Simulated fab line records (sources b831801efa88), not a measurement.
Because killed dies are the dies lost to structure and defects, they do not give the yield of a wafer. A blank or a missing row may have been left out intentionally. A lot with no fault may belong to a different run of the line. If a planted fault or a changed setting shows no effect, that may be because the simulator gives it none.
One fault seen from 2 desks -- flow sky130 -- numbers are kept per desk, each desk with only its own; the story behind them comes last

## FROM THE METROLOGY DESK
Lot by lot, what the gauges showed, no matter which tool ran the lot: averages of those sampled wafers that carry a number. A lot is out of limits, marked OUT, if its mean lies more than 4 standard deviations from the usual mean; the brackets give that distance.
Columns: A = cd_nm at SKY_POLY_GATE_CD_MEAS_13, usual 149.8 nm; B = POLY_GATE_OVL at SKY_POLY_GATE_OVL_MEAS_14, usual -2 nm; C = LDD_HVN_TW at SKY_LDD_HVN_TW_MEAS_10, usual 1437; D = LDD_LDN_OVL at SKY_LDD_LDN_OVL_MEAS_07, usual -0.1 nm
lot,first seen here,A,B,C,D
L358,day 16 06:02,151.3,-9,1447,0.7
L359,day 17 00:05,147.5,-5,1431,-1.0
L360,day 17 03:59,147.3,3,1427,-2.1
L363,day 18 08:08,152.3,-4,1434,0.5
L361,day 18 09:34,151.0,3,1440,1.8
L362,day 18 11:19,150.3,-4,1439,1.1
L365,day 19 00:53,149.6,0,1432,-3.2
L367,day 19 18:37,150.7,-6,1435,2.2
L368,day 20 04:02,148.1,0,1440,0.5
L370,day 21 00:31,150.2,-3,1435,-1.6
L373,day 22 00:07,151.7,2,606 (-99 or more) OUT,0.3
L380,day 24 14:17,148.9,2,1437,0.7
L381,day 25 00:47,149.8,-2,1431,2.0
This desk's finding: out of limits on L373; first on L373, day 25 21:55 (LDD_HVN_TW at SKY_LDD_HVN_TW_MEAS_10). In limits: L358, L359, L360, L363, L361, L362, L365, L367, L368, L370, L380, L381.

## AT THE TOOL OWNER'S DESK: plasma_asher-01
The tool's own readings at SKY_LDD_P_STRIP_10 (strips in O2/N2): means of the sampled wafers that have a number, for each lot that ran on this tool. A lot is out of limits, marked OUT, if its mean lies more than 4 standard deviations from the usual mean; the brackets give that distance.
Columns: A = drypump_motor_current_A at SKY_LDD_P_STRIP_10, usual 5.4 A; B = oes_product_au at SKY_LDD_P_STRIP_10, usual 0.716 a.u.; C = strip_time_to_endpoint_s at SKY_LDD_P_STRIP_10, usual 14.18 s
lot,first seen here,A,B,C
L358,day 18 21:26,5.0,0.714,14.13
L362,day 21 04:58,5.0,0.714,14.20
L370,day 23 16:58,5.0,0.717,14.16
L373,day 24 16:44,5.0,0.956 (+53) OUT,-
L380,day 27 04:35,5.0,0.716,14.19
This desk's finding: out of limits on L373; first on L373, day 24 16:44 (oes_product_au at SKY_LDD_P_STRIP_10). In limits: L358, L362, L370, L380.

## TAKEN TOGETHER
On L373, at day 24 16:44, an alarm was possible from the tool owner's desk.
On L373, the metrology desk was in a position to raise an alarm at day 25 21:55.
SKY_LDD_P_STRIP_10 was run on plasma_asher-01 by each of the lots named.

## WHAT HAD BEEN PUT IN BY THE SIMULATOR
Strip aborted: plasma_asher-01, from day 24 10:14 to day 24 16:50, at SKY_LDD_P_STRIP_10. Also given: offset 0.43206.
Shown lots that were struck: L373.
Counting hours from when the fault started, the first reading out of limits came at 7 for the tool owner's desk and at 36 for the metrology desk.
